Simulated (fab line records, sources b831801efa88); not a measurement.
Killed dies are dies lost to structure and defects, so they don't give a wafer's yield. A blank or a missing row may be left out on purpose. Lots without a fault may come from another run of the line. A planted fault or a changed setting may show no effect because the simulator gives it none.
Which tool did it? | flow gf180mcu | 14 lots, 42 wafers sampled, at 7 steps of a route of 602

WHAT THE GAUGES READ, wafer by wafer
GF_STI_BOW_MEAS_00.
lot  | measured    | on            | INCOMING_BOW (um)
L796 | day 1 10:01 | film_metro-04 | -8 -3 -3
L797 | day 1 15:01 | film_metro-01 | -19 3 -7
L798 | day 1 20:00 | film_metro-01 | 12 6 3
L799 | day 2 01:01 | film_metro-01 | 3 5 -13
L801 | day 2 11:02 | film_metro-01 | -7 2 3
L805 | day 3 07:00 | film_metro-03 | 3 2 -1
L807 | day 3 17:00 | film_metro-01 | 3 2 4
L809 | day 4 03:01 | film_metro-04 | 11 11 10
L811 | day 4 13:01 | film_metro-04 | 2 -5 -13
L812 | day 4 18:00 | film_metro-01 | 2 -5 -4
L813 | day 4 23:00 | film_metro-01 | 0 7 -1
L814 | day 5 04:01 | film_metro-03 | 1 0 -17
L815 | day 5 09:00 | film_metro-03 | -2 4 -6
L819 | day 6 05:00 | film_metro-03 | 8 -10 -2

GF_STI_THK_MEAS_22.
lot  | measured    | on            | STI_OXIDATION_01_THK (nm)
L796 | day 2 06:31 | film_metro-01 | 15.1 15.1 14.9
L797 | day 2 12:11 | film_metro-03 | 15.5 15.5 15.4
L798 | day 2 16:23 | film_metro-01 | 14.9 15.1 14.9
L799 | day 2 19:56 | film_metro-04 | 14.7 14.8 15.1
L801 | day 3 05:08 | film_metro-04 | 14.3 14.7 14.6
L805 | day 4 01:41 | film_metro-03 | 15.4 15.3 15.2
L807 | day 4 10:36 | film_metro-03 | 14.5 14.7 14.6
L809 | day 4 23:33 | film_metro-03 | 15.1 15.1 15.3
L811 | day 5 08:03 | film_metro-03 | 14.4 14.5 14.6
L812 | day 5 13:56 | film_metro-03 | 15.2 15.2 15.3
L813 | day 5 18:48 | film_metro-04 | 14.6 14.8 14.5
L814 | day 5 23:43 | film_metro-04 | 14.9 14.8 14.9
L815 | day 6 05:02 | film_metro-04 | 15.2 14.7 14.9
L819 | day 7 01:08 | film_metro-01 | 15.7 15.4 15.7

GF_LVPWELL_OVL_MEAS_07.
lot  | measured    | on         | LVPWELL_OVL (nm)
L796 | day 4 00:27 | overlay-02 | -3.4 -1.1 -1.2
L797 | day 4 06:59 | overlay-02 | -1.5 -0.5 0.1
L798 | day 4 09:09 | overlay-01 | 0.3 1.2 0.1
L799 | day 4 13:27 | overlay-01 | -0.1 0.0 -0.4
L801 | day 4 23:34 | overlay-02 | -1.2 -0.6 -0.5
L805 | day 5 23:06 | overlay-02 | 0.7 1.8 1.7
L807 | day 6 08:32 | overlay-02 | -0.7 -2.2 -0.8
L809 | day 6 21:57 | overlay-02 | 0.6 -0.5 1.2
L811 | day 7 06:56 | overlay-02 | 1.4 0.4 1.8
L812 | day 7 14:32 | overlay-02 | 1.0 0.9 -0.1
L813 | day 7 19:47 | overlay-01 | - - -
L814 | day 8 00:36 | overlay-02 | - - -
L815 | day 8 06:56 | overlay-01 | -0.5 0.9 0.0
L819 | day 9 04:41 | overlay-02 | 1.1 0.1 -1.3

GF_MVSD_TW_MEAS_11.
lot  | measured    | on            | MVSD_TW
L796 | day 4 14:53 | film_metro-01 | 1571 1571 1583
L797 | day 4 21:56 | film_metro-02 | 1599 1593 1592
L798 | day 4 23:32 | film_metro-01 | 1575 1580 1573
L799 | day 5 04:14 | film_metro-01 | 1582 1578 1575
L801 | day 5 14:17 | film_metro-02 | 1601 1600 1603
L805 | day 6 14:01 | film_metro-03 | 1602 1591 1591
L807 | day 7 00:07 | film_metro-03 | 1603 1596 1592
L809 | day 7 14:23 | film_metro-03 | 1598 1592 1591
L811 | day 8 00:18 | film_metro-01 | 1580 1578 1590
L812 | day 8 07:35 | film_metro-03 | 1588 1585 1594
L813 | day 8 11:37 | film_metro-01 | 1606 1596 1598
L814 | day 8 17:29 | film_metro-02 | 1619 1627 1610
L815 | day 9 00:28 | film_metro-03 | 1578 1579 1581
L819 | day 9 22:23 | film_metro-03 | 1590 1588 1583

GF_MVPSD_TW_MEAS_11.
lot  | measured     | on            | MVPSD_TW
L796 | day 5 04:59  | film_metro-02 | 563 562 564
L797 | day 5 12:20  | film_metro-01 | 554 554 550
L798 | day 5 14:00  | film_metro-03 | 557 556 558
L799 | day 5 18:44  | film_metro-02 | 559 563 561
L801 | day 6 04:21  | film_metro-02 | 563 565 565
L805 | day 7 05:53  | film_metro-01 | 559 553 556
L807 | day 7 16:11  | film_metro-01 | 553 556 552
L809 | day 8 06:17  | film_metro-01 | 554 552 556
L811 | day 8 17:08  | film_metro-02 | 559 561 561
L812 | day 9 00:49  | film_metro-01 | 551 551 554
L813 | day 9 04:53  | film_metro-02 | 702 700 703
L814 | day 9 10:53  | film_metro-01 | 690 691 689
L815 | day 9 17:47  | film_metro-01 | 552 552 549
L819 | day 10 16:26 | film_metro-01 | 551 552 551

GF_HV_LDD_TW_MEAS_50.
lot  | measured     | on            | HV_LDD_4_TW
L796 | day 12 14:49 | film_metro-02 | 577 578 576
L797 | day 12 21:28 | film_metro-01 | 567 571 571
L798 | day 13 03:13 | film_metro-02 | 572 574 576
L799 | day 13 08:10 | film_metro-02 | 576 573 577
L801 | day 13 21:47 | film_metro-03 | 572 572 575
L805 | day 15 07:10 | film_metro-02 | 576 578 575
L807 | day 15 22:48 | film_metro-02 | 578 583 581
L809 | day 16 16:40 | film_metro-02 | 577 580 580
L811 | day 17 07:21 | film_metro-02 | 575 577 578
L812 | day 17 17:44 | film_metro-02 | 577 576 574
L813 | day 18 00:39 | film_metro-01 | 565 564 564
L814 | day 18 04:54 | film_metro-02 | 579 575 578
L815 | day 18 19:32 | film_metro-01 | 563 560 563
L819 | day 20 00:39 | film_metro-03 | 571 568 568

WHICH TOOL RAN EACH LOT (tool, then ch and the chambers of the sampled wafers, then the start)
lot  | GF_LVPWELL_COAT_02
L796 | litho_track-01 ch 0, day 3 17:40
L797 | litho_track-01 ch 0, day 4 00:25
L798 | litho_track-04 ch 0, day 4 02:59
L799 | litho_track-03 ch 0, day 4 06:16
L801 | litho_track-01 ch 0, day 4 17:00
L805 | litho_track-03 ch 0, day 5 15:15
L807 | litho_track-01 ch 0, day 6 01:29
L809 | litho_track-04 ch 0, day 6 13:55
L811 | litho_track-04 ch 0, day 6 23:01
L812 | litho_track-03 ch 0, day 7 06:35
L813 | litho_track-04, day 7 11:41
L814 | litho_track-01, day 7 16:28
L815 | litho_track-04 ch 0, day 7 22:26
L819 | litho_track-04 ch 0, day 8 20:38
- GF_LVPWELL_COAT_02: resist thk 3000 nm.

WHAT THE TOOLS THEMSELVES READ (means of the sampled wafers that have a number; where no wafer has one, the mark that the record gives instead)
GF_LVPWELL_COAT_02.
lot  | tool           | chill_plate_temp_C (C) | dispense_pressure_kPa (kPa)
L796 | litho_track-01 | 23.10                  | 55
L797 | litho_track-01 | 23.08                  | 55
L798 | litho_track-04 | 23.04                  | 46
L799 | litho_track-03 | 23.07                  | 47
L801 | litho_track-01 | 23.01                  | 55
L805 | litho_track-03 | 22.96                  | 47
L807 | litho_track-01 | 22.94                  | 55
L809 | litho_track-04 | 23.02                  | 46
L811 | litho_track-04 | 22.88                  | 46
L812 | litho_track-03 | 22.89                  | 47
L813 | litho_track-04 | -                      | -
L814 | litho_track-01 | -                      | -
L815 | litho_track-04 | 23.13                  | 46
L819 | litho_track-04 | 23.11                  | 46

THE ANSWER, worked out from the rows above alone
Rule: what is usual is taken from the lots themselves. Put in order of their means at a reading, lots are off if they are a third of the lots or fewer, leave a main group of 4 or more, and stand apart from it by a gap of 3 or more times the standard deviation of the main group's means; of several such gaps the widest counts. A main group whose means are all the same, to the digits that the tables above print for the reading, isn't used. A lot without any number at a reading at which 4 lots or more have one is off too. The other lots that the step has rows for count as sound. The gauges are gone through in route order, then the tools' own readings, and for those a lot's mean is taken as printed above. The first step at which some lot is off is used, and at that step the reading that is off furthest; a lot without a number counts as furthest.
Off: L813, L814, at GF_LVPWELL_OVL_MEAS_07 (LVPWELL_OVL). Without a number there: L813, L814. The main group: mean -0.0 nm, standard deviation 0.93.
A tool fits if, at a process step before that reading, it ran every lot that is off, and no sound lot after the first of them. The gauges at GF_LVPWELL_OVL_MEAS_07 aren't tried: what is off there is off at GF_MVPSD_TW_MEAS_11 too, on other tools, and a gauge's error can't cause that. None of those tried fits.

WHAT THE SIMULATOR HAD PUT IN
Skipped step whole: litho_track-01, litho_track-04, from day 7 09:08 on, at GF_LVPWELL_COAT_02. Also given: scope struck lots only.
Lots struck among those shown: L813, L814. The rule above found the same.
